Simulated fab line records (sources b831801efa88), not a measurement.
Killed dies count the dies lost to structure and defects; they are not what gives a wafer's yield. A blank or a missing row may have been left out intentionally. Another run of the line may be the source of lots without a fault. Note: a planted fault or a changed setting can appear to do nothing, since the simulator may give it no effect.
8D (eight disciplines) problem report, filled in by code ; flow gf180mcu ; the parts of the form that need people (team, actions taken, sign-off) are left out

== 1. WHAT IS WRONG ==
Mean of heater power total W at GF_VT_IMPLANT_SOFTBAKE_14: 58.34 W across 6 wafers in 2 lots; on wafers with no fault it is 56.60 W (standard deviation 0.041). Measured from the usual mean, that is +43 standard deviations.
The step: time 60 s.
First seen on wafer L455.3, day 9 23:16, on litho track-02. Wafers with a number at this step in the record: 42, from 14 lots. Rule for "out" (also "out of limits"): further than 4 standard deviations from the usual mean. Any other wafer with a number is counted as sound.

== 2. WHAT IT IS, AND WHAT IT ISN'T ==
question;is;is not
which readings at this step;heater power total W, run length s;-
which lots;L455, L458;L440, L441, L442, L443, L444, L445, L446, L447, L448, L454, L459, L462
which wafers of those lots;all that have a number;-
read on which tools;litho track-02;litho track-03, litho track-04
when;from day 9 23:16;"up to then (30 sound wafers); but 6 sound wafers of L459, L462 came after"

== 3. WHAT RULES OUT EACH SUSPECT ==
Counting: any tool at a process step up to the reading is kept as a suspect provided that every lot that is out went through it and no sound lot did after the first of them.
- litho track-02 at GF_VT_IMPLANT_SOFTBAKE_14 (time 60 s): kept. All lots that are out passed through it, beginning with L455 at day 9 23:16, and no sound lot followed; its final sound lot before that point was L443 at day 6 17:01. On those wafers its own readings are out: heater power total W, run length s.
The count leaves litho track-02 at GF_VT_IMPLANT_SOFTBAKE_14.

== 4. THE CAUSE (what the simulator had put in) ==
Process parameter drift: litho track-02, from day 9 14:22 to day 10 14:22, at GF_VT_IMPLANT_SOFTBAKE_14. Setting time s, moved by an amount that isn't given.
Counting left only this tool.

== 5. THE CHAIN OF EFFECTS, in route order ==
Rows list readings where the struck wafers' mean (over those with a number) sits beyond 3 standard deviations from the usual. Scope: only readings with a usual standard deviation given in the record; hours: median across lots of the time from each lot's start at the first step in this table that gives one to its start at this step; sigmas: change in usual standard deviations.
hours;step;reading;usual;on struck wafers;change;sigmas
0;GF_VT_IMPLANT_SOFTBAKE_14;heater power total W;56.60 W;58.34;+1.74;+43
0;GF_VT_IMPLANT_SOFTBAKE_14;run length s;89.07 s;83.76;-5.31;-18
Process steps it contains:
- GF_VT_IMPLANT_SOFTBAKE_14: time 60 s.
At these later measuring or inspecting steps, every struck wafer for which the step has a row has a number for every such reading, and none has moved that far: GF_VT_IMPLANT_OVL_MEAS_18.

== 6. WHAT WOULD HAVE CAUGHT IT SOONER ==
9 hours passed between the start of the fault at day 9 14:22 and the first reading out of limits in this record, taken at day 9 23:16.
